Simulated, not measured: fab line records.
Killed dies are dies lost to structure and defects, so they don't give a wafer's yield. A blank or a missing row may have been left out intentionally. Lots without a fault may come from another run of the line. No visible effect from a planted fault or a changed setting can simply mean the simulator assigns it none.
fab line records ; flow sky130
[record] lots = 13; wafers = 39; last-day = 51
route steps=708 shown VT_ADJUST_LVTN@117 VT_ADJUST_PCH@153 SONOS_ONO@184 RES_PROTECT@215 PAD_OPEN@708
lots that met no fault: taken from a fault-free run of the same line
start-h: the number of hours between the record's first day and the start of the first shown wafer of the lot ; wait-h: time in hours since the lot's previous step ; " unchanged from the row above ; L1.1+2: one row covering several wafers at once ; - value missing, or start not given ; * or withheld: withheld ; < > ~ a bound
route shown NAME@n: a module of which the file shows steps, and the number in the route of the first ; usual: the fault-free wafers' mean and standard deviation ; same: alike in all rows ; chamber/n: place in a boat ; sites: each site's reading ; _std_site: the values' standard deviation ; _edge_site: the outer-site mean with the inner-site mean subtracted ; radius-mm: how far each site lies from the wafer's centre ; mask NAME#n: copy n ; behind: the tool/chamber that last shaped the wafer ; hold: cause of the lot's hold/its duration in hours/its outcome ; device: whichever transistor did not switch (one of n, p or np) ; end of line: tests run on the same wafers once the route is complete ; a step with no rows: only its recipe ; killed: dies that structure and defects cost at the first sort, which is not the same as the wafer's yield ; map: a wafer's dies, x killed, . not, _ none there
set.NAME: the setting that was run; set.NAME@STEP: the one run at that earlier step ; model.NAME: the simulator's own value behind a step, which no gauge read
steps of the route over a sample of lots; a table a step, a row a wafer
services: the hour from which a tool's chamber was out of use, counted from the record's first day as start-h (under 0 if before that day), plus the number of hours and why
[[steps]]
[step SKY_VT_ADJUST_LVTN_STRIP_20]
[recipe] chemistry = O2/N2; power-w = 1400; pressure-mtorr = 1500; platen-temp-c = withheld; o2-flow-sccm = 3000; n2-flow-sccm = 300; overash-fraction = 0.5
[usual] drypump-motor-current-A = 6.0/0.37; oes-product-au = 0.716/0.0045; strip-time-to-endpoint-s = 14.19/0.04
[same] overash-fraction = 0.5
lot.wafer;tool;chamber;start-h;wait-h;drypump-motor-current-A;oes-product-au;rf-hours-counter-h;strip-time-to-endpoint-s
L246.1;plasma-asher-03;1;183.35;0.1;6.1;0.710;37;14.23
L246.2;plasma-asher-03;0;183.35;0.1;6.1;0.721;37;14.22
L246.4;plasma-asher-03;1;183.35;0.1;6.1;0.718;-;14.18
L249.3;plasma-asher-04;1;202.20;0.1;6.1;0.720;-;14.14
L249.5;plasma-asher-04;1;202.20;0.1;6.0;0.707;-;14.19
L249.6;plasma-asher-04;0;202.20;0.1;6.4;0.713;-;14.17
L251.1;plasma-asher-04;1;215.27;0.1;6.0;0.715;56;14.25
L251.2;plasma-asher-04;0;215.27;0.1;6.3;0.718;56;14.24
L251.3;plasma-asher-04;1;215.27;0.1;6.0;0.718;-;14.29
L252.2;plasma-asher-02;1;225.10;0.1;5.2;0.718;12;14.20
L252.5;plasma-asher-02;0;225.10;0.1;5.2;0.720;-;14.22
L252.6;plasma-asher-02;1;225.10;0.1;5.2;0.724;-;14.20
L254.1;plasma-asher-04;1;237.15;0.1;6.0;0.716;58;14.17
L254.4;plasma-asher-04;1;237.15;0.1;6.0;0.722;-;14.15
L254.6;plasma-asher-04;0;237.15;0.1;6.4;0.710;-;14.15
L255.1;plasma-asher-03;0;245.22;0.1;6.1;0.724;44;14.23
L255.4;plasma-asher-03;1;245.22;0.1;6.1;0.709;-;14.25
L255.5;plasma-asher-03;1;245.22;0.1;6.1;0.723;-;14.23
L256.1;plasma-asher-02;1;252.02;0.1;5.2;0.715;14;14.21
L256.4;plasma-asher-02;1;252.02;0.1;5.2;0.711;-;14.21
L256.5;plasma-asher-02;0;252.02;0.1;5.1;0.712;-;14.22
L258.3;plasma-asher-03;0;266.00;0.1;6.0;0.719;-;14.12
L258.4;plasma-asher-03;1;266.00;0.1;6.1;0.714;-;14.18
L258.5;plasma-asher-03;0;266.00;0.1;6.0;0.710;-;14.14
L262.1;plasma-asher-03;0;287.67;0.1;6.1;0.721;48;14.18
L262.5;plasma-asher-03;0;287.67;0.1;6.1;0.714;-;14.17
L262.6;plasma-asher-03;1;287.67;0.1;6.1;0.709;-;14.14
L263.2;plasma-asher-02;1;288.60;0.1;5.2;0.714;18;14.16
L263.3;plasma-asher-02;1;288.60;0.1;5.2;0.717;-;14.20
L263.4;plasma-asher-02;0;288.60;0.1;5.3;0.720;-;14.16
L264.2;plasma-asher-04;0;311.10;0.1;6.4;0.709;65;14.23
L264.3;plasma-asher-04;1;311.10;0.1;6.0;0.720;-;14.23
L264.4;plasma-asher-04;0;311.10;0.1;6.4;0.717;-;14.23
L266.1;plasma-asher-02;0;313.70;0.1;5.2;0.716;21;14.22
L266.4;plasma-asher-02;1;313.70;0.1;5.2;0.716;-;14.19
L266.6;plasma-asher-02;0;313.70;0.1;5.2;0.724;-;14.20
L267.1;plasma-asher-03;0;330.27;0.1;6.1;0.718;52;14.20
L267.3;plasma-asher-03;0;330.27;0.1;6.1;0.717;-;14.17
L267.4;plasma-asher-03;1;330.27;0.1;6.1;0.714;-;14.19
[step SKY_VT_ADJUST_PCH_TW_MEAS_10]
[usual] VT_ADJUST_PCH_TW = 142.5/2
lot.wafer;tool;chamber;start-h;wait-h;VT_ADJUST_PCH_TW
L246.1;film-metro-04;-;253.41;0.1;144.4
L246.2;film-metro-04;-;253.41;0.1;144.6
L246.4;film-metro-04;-;253.41;0.1;144.2
L249.3;film-metro-04;-;281.64;0.1;144.6
L249.5;film-metro-04;-;281.64;0.1;145.1
L249.6;film-metro-04;-;281.64;0.1;145.2
L251.1;film-metro-02;-;285.32;0.1;140.2
L251.2;film-metro-02;-;285.32;0.1;141.6
L251.3;film-metro-02;-;285.32;0.1;140.6
L252.2;film-metro-01;-;306.68;0.1;139.1
L252.5;film-metro-01;-;306.68;0.1;139.4
L252.6;film-metro-01;-;306.68;0.1;138.3
L254.1;film-metro-04;-;311.26;0.1;143.7
L254.4;film-metro-04;-;311.26;0.1;144.4
L254.6;film-metro-04;-;311.26;0.1;143.7
L255.1;film-metro-02;-;314.81;0.1;142.4
L255.4;film-metro-02;-;314.81;0.1;142.0
L255.5;film-metro-02;-;314.81;0.1;143.3
L256.1;film-metro-01;-;338.57;0.1;139.3
L256.4;film-metro-01;-;338.57;0.1;139.6
L256.5;film-metro-01;-;338.57;0.1;139.7
L258.3;film-metro-04;-;341.08;0.1;144.8
L258.4;film-metro-04;-;341.08;0.1;143.7
L258.5;film-metro-04;-;341.08;0.1;145.1
L262.1;film-metro-04;-;369.76;0.1;144.8
L262.5;film-metro-04;-;369.76;0.1;144.3
L262.6;film-metro-04;-;369.76;0.1;144.4
L263.2;film-metro-04;-;370.33;0.1;143.3
L263.3;film-metro-04;-;370.33;0.1;143.8
L263.4;film-metro-04;-;370.33;0.1;143.9
L264.2;film-metro-02;-;394.77;0.1;141.8
L264.3;film-metro-02;-;394.77;0.1;141.7
L264.4;film-metro-02;-;394.77;0.1;141.3
L266.1;film-metro-01;-;398.72;0.1;139.5
L266.4;film-metro-01;-;398.72;0.1;139.8
L266.6;film-metro-01;-;398.72;0.1;139.3
L267.1;film-metro-04;-;416.62;0.1;143.6
L267.3;film-metro-04;-;416.62;0.1;144.0
L267.4;film-metro-04;-;416.62;0.1;143.5
[step SKY_SONOS_ONO_WET_ETCH_16]
[recipe] chemistry = dHF; target-depth-nm = 14; dry = n2-spin; target = SiO2; dilution = 100:1; temp-c = 25; time-s = 280
[usual] bath-heat-duty-pct = 6.5/0.77; run-length-s = 308/3.6
lot.wafer;tool;chamber;start-h;wait-h;bath-heat-duty-pct;run-length-s
L246.1;wet-bench-02;1;314.29;0.0;7.1;314
L246.2;wet-bench-02;1;314.29;0.0;6.4;314
L246.4;wet-bench-02;1;314.29;0.0;6.0;314
L249.3;wet-bench-03;0;339.11;0.0;7.0;312
L249.5;wet-bench-03;0;339.11;0.0;7.5;312
L249.6;wet-bench-03;0;339.11;0.0;7.8;312
L251.1;wet-bench-03;1;346.11;0.0;7.0;314
L251.2;wet-bench-03;1;346.11;0.0;6.3;314
L251.3;wet-bench-03;1;346.11;0.0;5.5;314
L252.2;wet-bench-02;1;364.61;0.0;7.4;306
L252.5;wet-bench-02;1;364.61;0.0;7.1;306
L252.6;wet-bench-02;1;364.61;0.0;7.5;306
L254.1;wet-bench-02;2;372.51;0.0;6.5;305
L254.4;wet-bench-02;2;372.51;0.0;6.2;305
L254.6;wet-bench-02;2;372.51;0.0;5.8;305
L255.1;wet-bench-01;0;381.36;0.0;5.8;306
L255.4;wet-bench-01;0;381.36;0.0;5.9;306
L255.5;wet-bench-01;0;381.36;0.0;6.9;306
L256.1;wet-bench-02;2;401.89;0.0;-;-
L256.4;wet-bench-02;2;401.89;0.0;-;-
L256.5;wet-bench-02;2;401.89;0.0;-;-
L258.3;wet-bench-03;2;402.41;0.0;-;-
L258.4;wet-bench-03;2;402.41;0.0;-;-
L258.5;wet-bench-03;2;402.41;0.0;-;-
L262.1;wet-bench-03;0;435.66;0.0;7.2;305
L262.5;wet-bench-03;0;435.66;0.0;6.5;305
L262.6;wet-bench-03;0;435.66;0.0;7.7;305
L263.2;wet-bench-03;2;439.54;0.0;5.7;305
L263.3;wet-bench-03;2;439.54;0.0;6.6;305
L263.4;wet-bench-03;2;439.54;0.0;6.5;305
L264.2;wet-bench-01;2;463.24;0.0;6.2;312
L264.3;wet-bench-01;2;463.24;0.0;6.3;312
L264.4;wet-bench-01;2;463.24;0.0;5.8;312
L266.1;wet-bench-03;1;466.81;0.0;6.5;306
L266.4;wet-bench-03;1;466.81;0.0;6.4;306
L266.6;wet-bench-03;1;466.81;0.0;7.9;306
L267.1;wet-bench-02;1;486.31;0.0;6.1;306
L267.3;wet-bench-02;1;486.31;0.0;7.0;306
L267.4;wet-bench-02;1;486.31;0.0;6.8;306
[step SKY_RES_PROTECT_TW_MEAS_08]
[usual] POLY_GATE_TW = 4053/29
lot.wafer;tool;chamber;start-h;wait-h;POLY_GATE_TW
L246.1;film-metro-04;-;377.97;0.1;4065
L246.2;film-metro-04;-;377.97;0.1;4074
L246.4;film-metro-04;-;377.97;0.1;4101
L249.3;film-metro-03;-;404.65;0.1;4108
L249.5;film-metro-03;-;404.65;0.1;4068
L249.6;film-metro-03;-;404.65;0.1;4071
L251.1;film-metro-04;-;410.72;0.1;4074
L251.2;film-metro-04;-;410.72;0.1;4056
L251.3;film-metro-04;-;410.72;0.1;4065
L252.2;film-metro-02;-;430.44;0.1;3995
L252.5;film-metro-02;-;430.44;0.1;4005
L252.6;film-metro-02;-;430.44;0.1;4024
L254.1;film-metro-04;-;440.93;0.1;4073
L254.4;film-metro-04;-;440.93;0.1;4073
L254.6;film-metro-04;-;440.93;0.1;4047
L255.1;film-metro-02;-;450.73;0.1;4019
L255.4;film-metro-02;-;450.73;0.1;4029
L255.5;film-metro-02;-;450.73;0.1;4010
L262.1;film-metro-04;-;502.62;0.1;4089
L262.5;film-metro-04;-;502.62;0.1;4085
L262.6;film-metro-04;-;502.62;0.1;4095
L263.2;film-metro-03;-;507.09;0.1;4079
L263.3;film-metro-03;-;507.09;0.1;4049
L263.4;film-metro-03;-;507.09;0.1;4059
L264.2;film-metro-03;-;529.58;0.1;4065
L264.3;film-metro-03;-;529.58;0.1;4042
L264.4;film-metro-03;-;529.58;0.1;4043
L266.1;film-metro-02;-;534.23;0.1;4008
L266.4;film-metro-02;-;534.23;0.1;4018
L266.6;film-metro-02;-;534.23;0.1;4004
L267.1;film-metro-04;-;552.03;0.1;4074
L267.3;film-metro-04;-;552.03;0.1;4082
L267.4;film-metro-04;-;552.03;0.1;4066
[step SKY_PAD_OPEN_PROBE_99]
[usual] killed_at_M0_to_M3 = 43/6.8; killed_at_M4_up = 3.2/2; killed-at-contacts = 24/5.3; killed-at-front-end = 16/4.4; killed-at-other = 0.3/0.54; killed-dies = 86/9.4; killed-on-rim = 16/3.8; killed-open = 48/6.6; killed-short = 38/6.5
[same] gross-dies = 492; killed-at-back-side = 0
lot.wafer;tool;chamber;start-h;wait-h;killed_at_M0_to_M3;killed_at_M4_up;killed-at-contacts;killed-at-front-end;killed-at-other;killed-dies;killed-on-rim;killed-open;killed-short
L246.1;prober-02;-;1114.64;0.1;38;3;19;18;0;78;15;44;34
L246.2;prober-02;-;1114.69;0.1;42;3;22;14;0;81;16;50;31
L246.4;prober-02;-;1114.79;0.2;47;5;17;19;1;89;21;52;37
L256.1;prober-02;-;1174.60;0.1;42;2;24;424;0;492;96;51;33
L256.4;prober-02;-;1174.75;0.2;42;3;28;419;0;492;96;63;28
L256.5;prober-02;-;1174.80;0.2;59;1;24;407;1;492;96;51;43
L258.3;prober-01;-;1178.33;0.2;57;5;30;400;0;492;96;52;53
L258.4;prober-01;-;1178.38;0.2;42;6;18;426;0;492;96;55;33
L258.5;prober-01;-;1178.43;0.2;50;5;32;405;0;492;96;60;45
L263.2;prober-01;-;1194.42;0.1;24;5;28;14;0;71;16;36;35
L263.3;prober-01;-;1194.47;0.2;51;4;35;21;0;111;25;60;51
L263.4;prober-01;-;1194.52;0.2;51;1;19;12;1;84;15;50;33
// killed by level:class
L246.1 VIA1:geometric-particle:open=7 POLY_GATE:geometric-particle:short=6 LI_CONTACT:geometric-particle:open=6 CONTACT:geometric-particle:open=6 FIELD_ISO:geometric-particle:open=5 VIA2:geometric-particle:open=5 POLY_GATE:geometric-particle:open=5 METAL1:geometric-particle:short=5
L246.2 LI_CONTACT:geometric-particle:open=10 VIA1:geometric-particle:open=9 VIA3:geometric-particle:open=7 VIA2:geometric-particle:open=5 CONTACT:geometric-particle:open=5 METAL2:geometric-particle:short=5 METAL3:geometric-particle:short=4 METAL1:geometric-particle:open=4
L246.4 VIA1:geometric-particle:open=15 VIA2:geometric-particle:open=9 CONTACT:geometric-particle:open=7 METAL1:geometric-particle:short=6 POLY_GATE:geometric-particle:open=5 POLY_GATE:geometric-particle:short=4 VIA3:geometric-particle:open=4 FIELD_ISO:geometric-particle:short=3
L256.1 SONOS_ONO:area-etch=407 VIA1:geometric-particle:open=10 LI_CONTACT:geometric-particle:open=8 VIA3:geometric-particle:open=8 CONTACT:geometric-particle:open=7 VIA2:geometric-particle:open=7 LOCAL_INTERCONNECT:geometric-particle:short=6 POLY_GATE:geometric-particle:short=5
L256.4 SONOS_ONO:area-etch=401 CONTACT:geometric-particle:open=14 VIA3:geometric-particle:open=14 VIA1:geometric-particle:open=10 FIELD_ISO:geometric-particle:open=6 VIA2:geometric-particle:open=6 FIELD_ISO:geometric-particle:short=5 LOCAL_INTERCONNECT:geometric-particle:short=5
L256.5 SONOS_ONO:area-etch=396 VIA1:geometric-particle:open=13 METAL1:geometric-particle:short=8 VIA3:geometric-particle:open=8 CONTACT:geometric-particle:open=7 VIA2:geometric-particle:open=7 VIA1:geometric-particle:short=6 LI_CONTACT:geometric-particle:open=5
L258.3 SONOS_ONO:area-etch=386 VIA1:geometric-particle:open=14 CONTACT:geometric-particle:open=11 METAL1:geometric-particle:short=7 LI_CONTACT:geometric-particle:open=7 LOCAL_INTERCONNECT:geometric-particle:short=7 VIA1:geometric-particle:short=6 METAL2:geometric-particle:short=6
L258.4 SONOS_ONO:area-etch=402 VIA1:geometric-particle:open=11 POLY_GATE:geometric-particle:open=7 CONTACT:geometric-particle:open=7 LI_CONTACT:geometric-particle:open=6 VIA3:geometric-particle:open=6 FIELD_ISO:geometric-particle:open=5 POLY_GATE:geometric-particle:short=5
L258.5 SONOS_ONO:area-etch=386 CONTACT:geometric-particle:open=18 VIA1:geometric-particle:open=13 LI_CONTACT:geometric-particle:open=7 FIELD_ISO:geometric-particle:short=6 FIELD_ISO:geometric-particle:open=6 VIA2:geometric-particle:short=6 VIA1:geometric-particle:short=5
L263.2 CONTACT:geometric-particle:open=11 LI_CONTACT:geometric-particle:open=7 VIA1:geometric-particle:short=6 LOCAL_INTERCONNECT:geometric-particle:short=5 FIELD_ISO:geometric-particle:short=4 POLY_GATE:geometric-particle:open=4 CONTACT:geometric-particle:short=4 VIA1:geometric-particle:open=4
L263.3 CONTACT:geometric-particle:open=13 VIA1:geometric-particle:open=13 CONTACT:geometric-particle:short=9 LI_CONTACT:geometric-particle:open=8 FIELD_ISO:geometric-particle:short=7 VIA2:geometric-particle:open=7 METAL1:geometric-particle:short=6 VIA2:geometric-particle:short=5
L263.4 VIA1:geometric-particle:open=15 VIA2:geometric-particle:open=10 CONTACT:geometric-particle:open=7 POLY_GATE:geometric-particle:open=5 VIA1:geometric-particle:short=5 METAL1:geometric-particle:short=4 METAL2:geometric-particle:short=4 VIA3:geometric-particle:open=4
[[services]]
tool;chamber;start-h;hours;kind
wet-bench-01;-;171.52;58.7;pm
plasma-asher-04;-;182.04;1.4;repair
plasma-asher-04;-;193.02;4.3;repair
plasma-asher-02;-;216.41;1.1;repair
wet-bench-02;-;239.24;0.6;repair
plasma-asher-03;-;376.76;8.6;repair
wet-bench-03;-;402.92;2.6;repair
plasma-asher-04;-;421.25;9.0;pm
plasma-asher-04;0;421.25;9.0;vent-cycle
plasma-asher-04;1;421.25;9.0;vent-cycle
plasma-asher-04;0;430.25;-;clean
plasma-asher-04;1;430.25;-;clean
plasma-asher-02;-;461.76;15.6;pm
plasma-asher-03;-;461.98;0.4;repair
plasma-asher-04;-;484.92;3.6;repair
[[key]]
[first-sign] step = SKY_SONOS_ONO_WET_ETCH_16; reading = tool-record; direction = missing
[effect] step = SKY_PAD_OPEN_PROBE_99; reading = killed-at-front-end; direction = up; sigmas = 91; usual = 16; struck = 414
[more-kills-born-at] SKY_SONOS_ONO_WET_ETCH_16@wet-bench-02 = 1204; SKY_SONOS_ONO_WET_ETCH_16@wet-bench-03 = 1174
met-at SKY_SONOS_ONO_WET_ETCH_16
struck-lots L256,L258
later-rows-left-out L256.1,L256.4,L256.5,L258.3,L258.4,L258.5
tester-left-out L256,L258
not-acting-at SKY_VT_ADJUST_LVTN_STRIP_20,SKY_VT_ADJUST_PCH_TW_MEAS_10,SKY_RES_PROTECT_TW_MEAS_08
onset-between 372.51 401.89
[fault] kind = skipped-step-whole; tool = wet-bench-02,wet-bench-03; chamber = -; onset-h = 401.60; steps = SKY_SONOS_ONO_WET_ETCH_16; scope = struck-lots-only
// tester-left-out: of these lots the tester's yield and bins aren't shown, on N5 and GAA mostly nor the transistor test; their killed dies are dies lost to structure and defects alone, not to doping, threshold or leakage, so they don't give the yield
// later-rows-left-out: the simulator's readings of these wafers behind a module that went badly wrong aren't trusted and aren't shown, but for the sort
